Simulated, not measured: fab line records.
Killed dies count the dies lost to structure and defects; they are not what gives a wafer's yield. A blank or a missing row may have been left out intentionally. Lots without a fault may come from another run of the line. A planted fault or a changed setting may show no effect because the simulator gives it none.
Comparing a struck lot with a sound one    flow sky130    17 out of 708 route steps
Sound: these wafers, L515.1, L515.4, L515.5. Wafers struck: L528.3, L528.4, L528.6. The cause is named last.
At each step with rows: each side's tool, then ch and its chambers, then its first start. Under that, the readings that differ: sound wafers    struck wafers    difference of the means    sigmas: that difference in standard deviations of wafers without a fault.
alike: a reading whose means differ by less than 2 such deviations, as well as words and numbers matching on both sides. not compared: withheld readings; readings where some wafer has no value; bounds like >300 that might hide an equal value; numbers whose values overlap and for which the record gives no deviation.
Wherever a step has rows on one side only, a row that says differs or no value, or a row with sigmas, the two part there. Non-overlapping numbers with no deviation appear without sigmas and do not part them. A reading missing from all wafers of one side parts the sides only when that side holds two or more wafers.

SKY_LDD_HVN_OVL_MEAS_07:
  struck on overlay-01, day 27 06:26; sound on overlay-01, day 22 19:48
  alike: LDD_HVN_OVL
next, for these wafers, 1 step has no rows: SKY_LDD_HVN_IMPLANT_08.
SKY_LDD_HVN_STRIP_09: strips in O2/N2.
  sound on plasma_asher-02 ch 0,1, day 22 19:59; struck on plasma_asher-02 ch 0,1, day 27 06:38
  alike: drypump_motor_current_A, oes_product_au, strip_time_to_endpoint_s
  not compared: rf_hours_counter_h
SKY_LDD_HVN_TW_MEAS_10:
  struck on film_metro-01, day 27 06:44; sound on film_metro-02, day 22 20:05
reading     sound           struck          difference  sigmas
LDD_HVN_TW  1415 1416 1415  1436 1440 1435  +22         +2
then, 7 steps without rows for these wafers: SKY_LDD_HVP_DEHYDRATE_00 (time 60 s); SKY_LDD_HVP_HMDS_01 (prime time 60 s); SKY_LDD_HVP_COAT_02 (resist thk 300 nm); SKY_LDD_HVP_SOFTBAKE_03 (time 60 s); SKY_LDD_HVP_EXPOSE_04 (exposes mask HVPTM, target cd 700 nm); SKY_LDD_HVP_PEB_05; SKY_LDD_HVP_DEVELOP_06 (develop time 60 s).
SKY_LDD_HVP_OVL_MEAS_07:
  struck on overlay-02, day 28 09:44; sound on overlay-02, day 24 01:10
  alike: LDD_HVP_OVL
SKY_LDD_HVP_IMPLANT_08:
  sound on implanter-01 ch 0, day 24 01:12; struck on implanter-01 ch 0, day 28 09:48
reading             sound                             struck                            difference   sigmas
dose_ions_cm2       1.7006e+13 1.6975e+13 1.6981e+13  1.8012e+13 1.8057e+13 1.8011e+13  +1.0393e+12  +55
faraday_current_uA  95.5 99.2 98.2                    102.5 102.6 105.1                 +5.8         +3
  alike: beam_energy_keV, end_station_pressure_torr, tilt_deg
SKY_LDD_HVP_STRIP_09: strips in O2/N2.
  sound on plasma_asher-02 ch 1, day 24 01:21; struck on plasma_asher-01 ch 0,1, day 28 09:56
reading                      sound        struck       difference  sigmas
drypump_motor_current_A (A)  6.7 6.7 6.7  5.0 5.4 5.4  -1.4        -2
  alike: oes_product_au, strip_time_to_endpoint_s
  not compared: rf_hours_counter_h
SKY_LDD_HVP_TW_MEAS_10:
  struck on film_metro-04, day 28 10:01; sound on film_metro-04, day 24 01:27
reading     sound              struck             difference  sigmas
LDD_HVP_TW  449.7 449.9 451.3  458.6 458.2 456.0  +7.3        +3
then, 1 step without rows for these wafers: SKY_LDD_LDN_DEHYDRATE_00 (time 60 s).
-- a jump in the record: the struck wafers' starts before and after are 22 days apart (it breaks off in module LDD_LDN and resumes in module PAD_OPEN, where the first step shown is number 708 of the route) --
SKY_PAD_OPEN_PROBE_99:
  struck on prober-01, day 50 04:17; sound on prober-02, day 47 07:25
reading                         sound           struck          difference  sigmas
model.etest.tip_p_5v.rs_ohm_sq  2903 2904 2866  2691 2708 2689  -195        
  alike: killed_at_M0_to_M3, killed_at_M4_up, killed_at_contacts, killed_at_front_end, killed_at_other, killed_dies, killed_open, killed_short

## WHERE THEY PART
First at SKY_LDD_HVN_TW_MEAS_10; last, within this record, at SKY_LDD_HVP_TW_MEAS_10. Later steps at which nothing parts them and some readings are alike: SKY_PAD_OPEN_PROBE_99.

WHY: the cause the simulator had injected
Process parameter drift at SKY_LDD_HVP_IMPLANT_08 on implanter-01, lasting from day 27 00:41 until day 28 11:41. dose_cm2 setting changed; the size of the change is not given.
